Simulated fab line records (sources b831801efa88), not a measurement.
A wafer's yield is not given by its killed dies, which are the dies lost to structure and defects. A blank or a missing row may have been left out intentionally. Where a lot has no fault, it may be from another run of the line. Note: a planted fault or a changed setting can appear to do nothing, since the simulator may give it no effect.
One fault seen from 2 desks	flow gf180mcu	each desk has only its own numbers; what lay behind them comes last

## AT THE TOOL OWNER'S DESK: plasmaAsher-02
The tool's own readings at GF_LVPWELL_STRIP_10 (strips in O2/N2): means of the sampled wafers that have a number, for each lot that ran on this tool. Marked OUT: a lot whose mean sits more than 4 standard deviations from the usual mean, which makes it out of limits; the brackets give that distance.
Columns: A = drypumpMotorCurrentA at GF_LVPWELL_STRIP_10, usual 5.8 A; B = heaterPowerW at GF_LVPWELL_STRIP_10, usual 331 W; C = n2FlowSccm at GF_LVPWELL_STRIP_10, usual 299.9 sccm; D = oesProductAu at GF_LVPWELL_STRIP_10, usual 0.723 a.u.; E = stripTimeToEndpointS at GF_LVPWELL_STRIP_10, usual 36.96 s
lot	first seen here	A	B	C	D	E
L212	day 4 16:47	6.2	310	300.3	0.723	36.92
L218	day 6 01:12	5.7	325	299.6	0.948 (+52) OUT	-
L231	day 8 21:53	6.2	313	300.0	0.725	36.94
This desk finds L218 out of limits, L218 being first, at day 6 01:12 (oesProductAu at GF_LVPWELL_STRIP_10). L212, L231: within limits.

## THE METROLOGY DESK
Means of the sampled wafers that have a number, per lot and without regard to the tool the lot ran on: this is what the gauges read. Marked OUT: a lot whose mean sits more than 4 standard deviations from the usual mean, which makes it out of limits; the brackets give that distance.
Columns: A = MVSD_TW at GF_MVSD_TW_MEAS_11, usual 1575; B = V1_W_RS at GF_V1_RS_MEAS_24, usual 0.329 ohm/sq
lot	first seen here	A	B
L210	day 4 09:47	1569	0.327
L211	day 5 02:17	1568	0.328
L212	day 5 07:32	1577	0.335
L218	day 6 16:37	30 (-99 or more) OUT	0.332
L224	day 8 00:28	1575	0.330
L225	day 8 04:03	1579	0.331
L227	day 8 19:21	1563	0.329
L228	day 9 02:53	1591	0.329
L229	day 9 06:06	1563	0.335
L230	day 9 12:46	1574	0.324
L231	day 9 15:41	1572	0.329
L232	day 9 16:38	1586	0.329
L233	day 9 23:04	1592	0.337
Finding of this desk: L218 out of limits, first seen on L218 at day 6 16:37 (MVSD_TW at GF_MVSD_TW_MEAS_11). L210, L211, L212, L224, L225, L227, L228, L229, L230, L231, L232, L233: within limits.

## BROUGHT TOGETHER
On L218, at day 6 01:12, an alarm was possible from the tool owner's desk.
The metrology desk could have raised an alarm at day 6 16:37, on L218.
All the named lots went through GF_LVPWELL_STRIP_10 on plasmaAsher-02.

## WHAT THE SIMULATOR PUT IN
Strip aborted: plasmaAsher-02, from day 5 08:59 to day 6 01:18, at GF_LVPWELL_STRIP_10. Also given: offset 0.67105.
Struck lots among those shown: L218.
Hours from the fault's start to each desk's first reading out of limits: the tool owner's desk, 16; the metrology desk, 32.
